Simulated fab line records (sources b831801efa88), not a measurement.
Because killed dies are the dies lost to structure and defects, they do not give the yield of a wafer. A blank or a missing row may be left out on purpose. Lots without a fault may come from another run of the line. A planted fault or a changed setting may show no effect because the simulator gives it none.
Commonality check across tools :: flow gf180mcu :: 39 wafers sampled across 13 lots

THE REASON FOR OPENING IT
On 1 of the 13 lots, a flag is raised at GF_POLY_GATE_CD_MEAS_10 on the reading cd nm. Fault-free wafers read 280.4 nm, with a standard deviation of 1.2.
Rule: a lot is flagged in two cases, either no wafer of it has a number, or all its wafers with numbers fall more than 4 standard deviations from that mean. The rest of the lots are taken to be sound.

lot: L771
measured: day 9 07:13
on: cd sem-02
cd nm (nm), wafer by wafer: 278.4 279.0 279.5
flag: 

lot: L772
measured: day 9 15:01
on: cd sem-02
cd nm (nm), wafer by wafer: 282.0 280.5 282.2
flag: 

lot: L774
measured: day 10 02:31
on: cd sem-01
cd nm (nm), wafer by wafer: 280.4 278.7 279.2
flag: 

lot: L780
measured: day 11 19:03
on: cd sem-02
cd nm (nm), wafer by wafer: 266.8 266.1 267.1
flag: FLAGGED

lot: L784
measured: day 13 01:45
on: cd sem-01
cd nm (nm), wafer by wafer: 281.4 281.5 282.3
flag: 

lot: L786
measured: day 13 17:12
on: cd sem-02
cd nm (nm), wafer by wafer: 281.2 279.8 280.1
flag: 

lot: L787
measured: day 14 01:28
on: cd sem-02
cd nm (nm), wafer by wafer: 280.6 281.4 281.5
flag: 

lot: L788
measured: day 14 05:35
on: cd sem-01
cd nm (nm), wafer by wafer: 279.8 280.3 280.5
flag: 

lot: L789
measured: day 14 13:00
on: cd sem-02
cd nm (nm), wafer by wafer: 279.1 279.2 278.3
flag: 

lot: L791
measured: day 15 08:22
on: cd sem-01
cd nm (nm), wafer by wafer: 278.8 280.2 278.7
flag: 

lot: L792
measured: day 15 10:56
on: cd sem-02
cd nm (nm), wafer by wafer: 280.2 281.3 280.2
flag: 

lot: L793
measured: day 15 16:33
on: cd sem-02
cd nm (nm), wafer by wafer: 283.8 283.3 282.8
flag: 

lot: L794
measured: day 16 02:25
on: cd sem-02
cd nm (nm), wafer by wafer: 280.8 281.8 280.4
flag: 
The mean of the flagged lots' numbers is 266.7 nm, -13.7 nm from the usual (-11 standard deviations).

LOT BY LOT: THE TOOL USED
The record holds 1 process step before the reading, out of a route of 602 steps. Every cell lists first the tool, next ch and the chambers used by the sampled wafers, and last the start.
lot: L771
flag: 
GF_POLY_GATE_EXPOSE_07: krf scanner-02 ch 0, day 8 22:43

lot: L772
flag: 
GF_POLY_GATE_EXPOSE_07: krf scanner-01 ch 0, day 9 06:38

lot: L774
flag: 
GF_POLY_GATE_EXPOSE_07: krf scanner-01 ch 0, day 9 17:43

lot: L780
flag: FLAGGED
GF_POLY_GATE_EXPOSE_07: krf scanner-02 ch 0, day 11 09:50

lot: L784
flag: 
GF_POLY_GATE_EXPOSE_07: krf scanner-01 ch 0, day 12 16:08

lot: L786
flag: 
GF_POLY_GATE_EXPOSE_07: krf scanner-02 ch 0, day 13 07:02

lot: L787
flag: 
GF_POLY_GATE_EXPOSE_07: krf scanner-01 ch 0, day 13 14:56

lot: L788
flag: 
GF_POLY_GATE_EXPOSE_07: krf scanner-02 ch 0, day 13 19:10

lot: L789
flag: 
GF_POLY_GATE_EXPOSE_07: krf scanner-02 ch 0, day 14 03:03

lot: L791
flag: 
GF_POLY_GATE_EXPOSE_07: krf scanner-02 ch 0, day 14 22:02

lot: L792
flag: 
GF_POLY_GATE_EXPOSE_07: krf scanner-02 ch 0, day 14 23:55

lot: L793
flag: 
GF_POLY_GATE_EXPOSE_07: krf scanner-02 ch 0, day 15 05:24

lot: L794
flag: 
GF_POLY_GATE_EXPOSE_07: krf scanner-01 ch 0, day 15 15:36
What is done by these steps:
- GF_POLY_GATE_EXPOSE_07: exposes mask Poly2, target cd 280 nm.
- GF_POLY_GATE_CD_MEAS_10: target cd 280 nm.

FLAGGED OVER TOTAL, TOOL BY TOOL (the gauges that took the reading come last)
step: GF_POLY_GATE_EXPOSE_07
tool: krf scanner-01
lots run: 5
flagged: 0
share of the flagged lots: none
sound lots run after its first flagged lot: -

step: GF_POLY_GATE_EXPOSE_07
tool: krf scanner-02
lots run: 8
flagged: 1
share of the flagged lots: all
sound lots run after its first flagged lot: 6 (L786,L788,L789,L791,L792,L793)

step: GF_POLY_GATE_CD_MEAS_10
tool: cd sem-01
lots run: 4
flagged: 0
share of the flagged lots: none
sound lots run after its first flagged lot: -

step: GF_POLY_GATE_CD_MEAS_10
tool: cd sem-02
lots run: 9
flagged: 1
share of the flagged lots: all
sound lots run after its first flagged lot: 6 (L786,L787,L789,L792,L793,L794)

WHAT THE TABLE ALLOWS
krf scanner-02 at GF_POLY_GATE_EXPOSE_07 and cd sem-02 at GF_POLY_GATE_CD_MEAS_10 are the 2 rows of the table that ran each flagged lot.
- krf scanner-02 at GF_POLY_GATE_EXPOSE_07: 1 of its 8 lots flagged. Lots that were sound ran on it after the first flagged one (L786, L788, L789, L791, L792, L793); a persistent fault on the entire tool would not allow that.
- cd sem-02 at GF_POLY_GATE_CD_MEAS_10: 1 of its 9 lots flagged. Lots that were sound ran on it after the first flagged one (L786, L787, L789, L792, L793, L794); a persistent fault on the entire tool would not allow that.
There is no row in the table that ran each flagged lot and no sound lot after the first.

WHAT THE SIMULATOR HAD INSERTED
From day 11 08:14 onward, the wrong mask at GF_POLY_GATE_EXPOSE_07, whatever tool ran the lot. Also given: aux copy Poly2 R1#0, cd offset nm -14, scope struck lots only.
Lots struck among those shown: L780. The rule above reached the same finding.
